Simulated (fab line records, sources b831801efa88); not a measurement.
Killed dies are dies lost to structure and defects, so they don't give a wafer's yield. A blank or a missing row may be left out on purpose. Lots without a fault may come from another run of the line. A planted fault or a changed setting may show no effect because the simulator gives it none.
A struck lot beside a sound one | flow sky130 | 17 steps out of a route of 708
Sound: wafers L708.2, L708.3, L708.6. Struck: wafers L709.3, L709.4, L709.5. The cause comes at the end.
At each step with rows: each side's tool, then ch and its chambers, then its first start. Under that, the readings that differ: sound wafers | struck wafers | difference of the means | sigmas: that difference in standard deviations of wafers without a fault.
alike: readings whose means differ by less than 2 such deviations, and words and numbers that are the same on both sides. not compared: withheld readings, readings that some wafer has no value for, bounds like >300 that may hide the same value, and numbers for which the record gives no deviation and whose values overlap.
The two part at a step that has a row with sigmas, a row that says differs or no value, or rows on one side only. Numbers that don't overlap but have no deviation are shown without sigmas and don't part them. A reading that every wafer of one side lacks parts them only if that side has two wafers or more.

first, 2 steps without rows for these wafers: SKY_LOCAL_INTERCONNECT_PEB_09; SKY_LOCAL_INTERCONNECT_DEVELOP_10 (develop time 60 s).
SKY_LOCAL_INTERCONNECT_CD_MEAS_11: target cd 170 nm.
  sound on cd_sem-01, day 32 03:32; struck on cd_sem-02, day 32 04:59
  alike: cd_nm
SKY_LOCAL_INTERCONNECT_OVL_MEAS_12:
  sound on overlay-02, day 32 03:38; struck on overlay-01, day 32 05:04
  alike: LOCAL_INTERCONNECT_OVL
SKY_LOCAL_INTERCONNECT_ETCH_13: etches BARC in N2/H2, stops on SiO2, time 45.9 s, target depth 60 nm.
  sound on rie_metal-01 ch 1, day 32 03:40; struck on rie_metal-04 ch 0,1, day 32 05:07
  alike: bias_w, chamber_pressure_mTorr, drypump_motor_current_A, he_backside_leak_sccm, n2_flow_sccm, oes_product_au, throttle_valve_pct
  not compared: rf_hours_counter_h
SKY_LOCAL_INTERCONNECT_METAL_ETCH_14: etches TiN in Cl2/BCl3, stops on PSG, target depth 110 nm, time 31.4 s.
  sound on rie_metal-01 ch 1, day 32 03:44; struck on rie_metal-04 ch 0,1, day 32 05:11
  alike: bias_w, chamber_pressure_mTorr, drypump_motor_current_A, he_backside_leak_sccm, oes_product_au, throttle_valve_pct
  not compared: rf_hours_counter_h
SKY_LOCAL_INTERCONNECT_STRIP_15: strips in O2/N2.
  sound on plasma_asher-03 ch 1, day 32 03:47; struck on plasma_asher-04 ch 0,1, day 32 05:15
  alike: chamber_pressure_mTorr, drypump_motor_current_A, n2_flow_sccm, oes_product_au, strip_time_to_endpoint_s
  not compared: rf_hours_counter_h
then, 3 steps without rows for these wafers: SKY_LOCAL_INTERCONNECT_STRIP_16 (strips in post etch residue remover, time 1200 s); SKY_LOCAL_INTERCONNECT_CLEAN_17 (cleans in IPA, time 180 s); SKY_LOCAL_INTERCONNECT_CLEAN_18 (cleans in O3/DIW).
SKY_CONTACT_CVD_00: deposits Si3N4, target thk 75 nm.
  sound on pecvd-04 ch 0,2, day 32 04:25; struck on pecvd-03 ch 0,2, day 32 05:50
  alike: heater_power_w
SKY_CONTACT_THK_MEAS_01:
  sound on film_metro-03, day 32 04:28; struck on film_metro-03, day 32 05:53
  reading                 | sound          | struck         | difference | sigmas
  CONTACT_CVD_00_THK (nm) | 75.0 73.6 73.9 | 75.6 77.2 76.1 | +2.1       | +2
SKY_CONTACT_HDPCVD_02: deposits SiO2, target thk 565 nm, time 94.2 s.
  sound on hdpcvd-02 ch 0,1, day 32 04:31; struck on hdpcvd-02 ch 0,2, day 32 05:55
  reading                                     | sound             | struck            | difference | sigmas
  sih4_flow_sccm (sccm)                       | 60.16 60.10 60.07 | 72.17 71.85 71.69 | +11.79     | +69
  model.SiO2_of_CONTACT_HDPCVD_02.thk_nm (nm) | 565.5 562.2 562.8 | 689.2 690.5 690.4 | +126.5     |
  alike: pressure_mtorr
SKY_CONTACT_THK_MEAS_03:
  sound on film_metro-02, day 32 04:36; struck on film_metro-04, day 32 06:01
  reading                 | sound       | struck      | difference | sigmas
  CONTACT_HDPCVD_THK (nm) | 565 562 562 | 689 691 690 | +127       | +17
SKY_CONTACT_CMP_04: polishes SiO2.
  sound on cmp-02 ch 1,2,3, day 32 04:39; struck on cmp-02 ch 0,1,2, day 32 06:09
  reading                | sound    | struck      | difference | sigmas
  time_to_endpoint_s (s) | 82 85 78 | 131 129 127 | +47        | +10
  alike: motor_current_A
SKY_CONTACT_BOW_MEAS_05:
  sound on film_metro-03, day 32 04:58; struck on film_metro-03, day 32 06:23
  reading          | sound    | struck   | difference | sigmas
  CONTACT_BOW (um) | 70 71 70 | 92 82 90 | +18        | +2
-- the record jumps here: 15 days lie between the struck wafers' starts before and after (it left off in module CONTACT and takes up again in module PAD_OPEN, whose first step shown is number 708 of the route) --
SKY_PAD_OPEN_PROBE_99:
  sound on prober-01, day 47 04:22; struck on prober-01, day 47 07:23
  alike: killed_at_M0_to_M3, killed_at_M4_up, killed_at_contacts, killed_at_front_end, killed_at_other, killed_dies, killed_open, killed_short

WHERE THEY PART
First at SKY_CONTACT_THK_MEAS_01; last, within this record, at SKY_CONTACT_BOW_MEAS_05. Later steps at which nothing parts them and some readings are alike: SKY_PAD_OPEN_PROBE_99.

WHY: what the simulator had put in
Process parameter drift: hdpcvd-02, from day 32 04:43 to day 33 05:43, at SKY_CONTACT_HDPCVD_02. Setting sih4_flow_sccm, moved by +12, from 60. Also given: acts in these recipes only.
